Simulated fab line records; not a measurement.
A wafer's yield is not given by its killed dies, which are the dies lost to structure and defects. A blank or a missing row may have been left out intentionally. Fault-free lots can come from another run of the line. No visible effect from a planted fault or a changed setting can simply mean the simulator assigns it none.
The same fault as seen by 2 desks / flow gf180mcu / only its own numbers are on each desk; what lay behind them is given at the end

AT THE TOOL OWNER'S DESK: implanter-03
The tool's own readings at GF_NWELL_IMPLANT_09: means of the sampled wafers that have a number, for each lot that ran on this tool. Any lot whose mean is over 4 standard deviations away from the usual mean is out of limits and marked OUT; that distance is given in the brackets.
Columns: A = beam-energy-keV at GF_NWELL_IMPLANT_09, usual 160.00
lot=L701; first seen here=day 3 08:22; A=159.94
lot=L711; first seen here=day 5 14:08; A=160.02
lot=L712; first seen here=day 5 22:31; A=159.99
lot=L718; first seen here=day 7 04:20; A=143.71 (-99 or more) OUT
lot=L721; first seen here=day 7 22:17; A=143.62 (-99 or more) OUT
Finding of this desk: L718, L721 out of limits; the first was L718 at day 7 04:20, on beam-energy-keV at GF_NWELL_IMPLANT_09. In limits: L701, L711, L712.

FROM THE METROLOGY DESK
What the gauges read for every lot (on any tool): the sampled wafers with a number, averaged. Any lot whose mean is over 4 standard deviations away from the usual mean is out of limits and marked OUT; that distance is given in the brackets.
Columns: A = V1_BOW at GF_V1_BOW_MEAS_05, usual 83 um; B = V2_CVD_02_THK at GF_V2_THK_MEAS_03, usual 851 nm; C = V2_OVL at GF_V2_OVL_MEAS_15, usual -3 nm
lot=L701; first seen here=day 17 03:00; A=84; B=844; C=3
lot=L702; first seen here=day 17 13:03; A=88; B=845; C=1
lot=L707; first seen here=day 19 12:25; A=85; B=855; C=-5
lot=L708; first seen here=day 19 17:57; A=81; B=845; C=10
lot=L710; first seen here=day 20 15:16; A=91; B=843; C=-6
lot=L711; first seen here=day 21 00:13; A=83; B=853; C=-2
lot=L712; first seen here=day 21 10:38; A=71; B=857; C=3
lot=L714; first seen here=day 22 02:47; A=88; B=849; C=-5
lot=L715; first seen here=day 22 09:28; A=82; B=860; C=5
lot=L717; first seen here=day 23 03:19; A=82; B=835; C=-4
lot=L718; first seen here=day 23 07:04; A=75; B=855; C=0
lot=L721; first seen here=day 24 09:10; A=93; B=854; C=-2
lot=L723; first seen here=day 24 22:45; A=86; B=855; C=-16
lot=L724; first seen here=day 25 03:16; A=86; B=867; C=-3
This desk's verdict: no lot among the 14 shows anything out of limits.

BROUGHT TOGETHER
The tool owner's desk had the chance to raise an alarm at day 7 04:20 on L718, L721.
Nothing out of limits was seen by the metrology desk.
The metrology desk has L718, L721 on record, within its limits.
Every lot named ran GF_NWELL_IMPLANT_09 on implanter-03.

WHAT THE SIMULATOR HAD INSERTED
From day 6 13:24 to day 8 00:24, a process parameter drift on implanter-03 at GF_NWELL_IMPLANT_09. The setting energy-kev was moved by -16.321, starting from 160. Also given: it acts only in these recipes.
Lots struck among those shown: L718, L721.
How many hours passed from the start of the fault until each desk's first out-of-limits reading: the tool owner's desk, 15.
